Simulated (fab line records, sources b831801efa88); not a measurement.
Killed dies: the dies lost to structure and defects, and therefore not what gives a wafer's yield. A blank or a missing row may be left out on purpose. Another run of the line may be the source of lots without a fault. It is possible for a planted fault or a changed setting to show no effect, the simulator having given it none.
Struck lot and sound lot, side by side    flow sky130    17 out of 708 route steps
Sound: wafers L646.4, L646.5, L646.6. Wafers L658.2, L658.4, L658.6 were the ones struck. The cause is named last.
Per side, at each step with rows, come the tool, then ch with its chambers, and then its first start. Under that, the readings that differ: sound wafers    struck wafers    difference of the means    sigmas: that difference in standard deviations of wafers without a fault.
alike: words and numbers the same on both sides, and readings whose means are apart by under 2 such deviations; not compared: readings that were withheld, readings missing a value for some wafer, numbers with overlapping values and no deviation given by the record, and bounds like >300 which may hide the same value.
The two part at a step that has a row with sigmas, a row that says differs or no value, or rows on one side only. Numbers that don't overlap but have no deviation are shown without sigmas and don't part them. Lack of a reading on every wafer of one side parts them only where that side has two or more wafers.

SKY_FIELD_ISO_ETCH_15: etches the open film in CHF3/O2, stops on Si, target depth 180 nm, time 72 s.
  sound on rie-diel-04 ch 1,2,3, day 2 14:35; struck on rie-diel-03 ch 1,3, day 5 05:43
  alike: bias-w, drypump-motor-current-A, oes-product-au, throttle-valve-pct
  not compared: rf-hours-counter-h
SKY_FIELD_ISO_STRIP_16: strips in O2/N2.
  sound on plasma-asher-02 ch 0,1, day 2 14:38; struck on plasma-asher-01 ch 0,1, day 5 05:46
  alike: drypump-motor-current-A, oes-product-au, strip-time-to-endpoint-s
  not compared: rf-hours-counter-h
SKY_FIELD_ISO_ETCH_17: etches Si in HBr/Cl2/O2, target depth 342 nm, time 97.7 s.
  sound on rie-si-02 ch 2,3, day 2 14:43; struck on rie-si-02 ch 0,2, day 5 05:52
  alike: HBr_flow_sccm, bias-w, drypump-motor-current-A, oes-product-au, throttle-valve-pct
  not compared: rf-hours-counter-h
then, 5 steps without rows for these wafers: SKY_FIELD_ISO_WET_ETCH_18 (etches Si3N4 in H3PO4, target depth 25 nm, time 286 s); SKY_FIELD_ISO_CLEAN_19 (cleans in SC1/SC2, time 150 s); SKY_FIELD_ISO_CLEAN_20 (cleans in dHF, time 20 s); SKY_FIELD_ISO_WET_ETCH_21 (etches SiO2 in dHF, target depth 20 nm, time 400 s); SKY_FIELD_ISO_OXIDATION_22 (stabilise 600 s, purge 300 s, target thk 10 nm).
SKY_FIELD_ISO_THK_MEAS_23:
  sound: film-metro-03 at day 2 16:28; struck: film-metro-01 at day 5 07:25
  alike: FIELD_ISO_OXIDATION_01_THK
then, 1 step without rows for these wafers: SKY_FIELD_ISO_CVD_24 (deposits SiO2, target thk 595 nm, time 99.2 s).
SKY_FIELD_ISO_THK_MEAS_25:
  sound: film-metro-01 at day 2 16:36; struck: film-metro-04 at day 5 07:32
  alike: FIELD_ISO_CVD_24_THK
then, 1 step without rows for these wafers: SKY_FIELD_ISO_ANNEAL_26 (time 1800 s).
SKY_FIELD_ISO_CMP_27: polishes, stops on Si3N4, t overpolish 16 s, target thk 457.8 nm.
  sound on cmp-01 ch 0,1,2, day 2 19:14; struck on cmp-01 ch 1,3, day 5 10:18
  no value came back on the struck wafers for any of 5 readings (edge-zone-pressure-frac, head-pressure-psi (psi) and others); on the sound wafers edge-zone-pressure-frac reads 1.005 0.993 0.998
reading                                     sound              struck           difference  sigmas
model.SiO2_of_FIELD_ISO_CVD_24.thk-nm (nm)  457.7 459.1 458.8  593 595.5 582.6  +132        
then, 2 steps without rows for these wafers: SKY_FIELD_ISO_WET_ETCH_28 (etches SiO2 in dHF, target depth 23.7 nm, time 47 s); SKY_FIELD_ISO_WET_ETCH_29 (etches Si3N4 in H3PO4, target depth 160 nm, time 1825 s).
SKY_FIELD_ISO_WET_ETCH_30: etches SiO2 in dHF, target depth 25 nm, time 50 s.
  sound on wet-bench-02 ch 2, day 2 19:59; struck on wet-bench-02 ch 2, day 5 11:05
reading                                     sound              struck             difference  sigmas
model.SiO2_of_FIELD_ISO_CVD_24.thk-nm (nm)  405.8 407.1 406.7  539.9 542.4 529.3  +130.7      
-- record jumps: 44 days separate the struck wafers' starts on either side; left off in module FIELD_ISO, taken up again in module PAD_OPEN, whose first shown step is the route's number 708 --
SKY_PAD_OPEN_PROBE_99:
  sound: prober-01 at day 45 22:11; struck: prober-01 at day 48 23:37
reading              sound      struck       difference  sigmas
killed-at-front-end  18 10 22   424 426 405  +402        +98
killed-dies          85 96 100  492 492 492  +398        +41
killed-on-rim        14 15 23   96 96 96     +79         +21
  alike: killed_at_M0_to_M3, killed_at_M4_up, killed-at-contacts, killed-at-other, killed-open, killed-short

## WHERE THEY PART
Last at SKY_PAD_OPEN_PROBE_99 as far as this record goes, first at SKY_FIELD_ISO_CMP_27.

WHY: what had been put in by the simulator
At SKY_FIELD_ISO_CMP_27, the step was skipped entirely on cmp-01 from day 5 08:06 on. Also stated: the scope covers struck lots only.
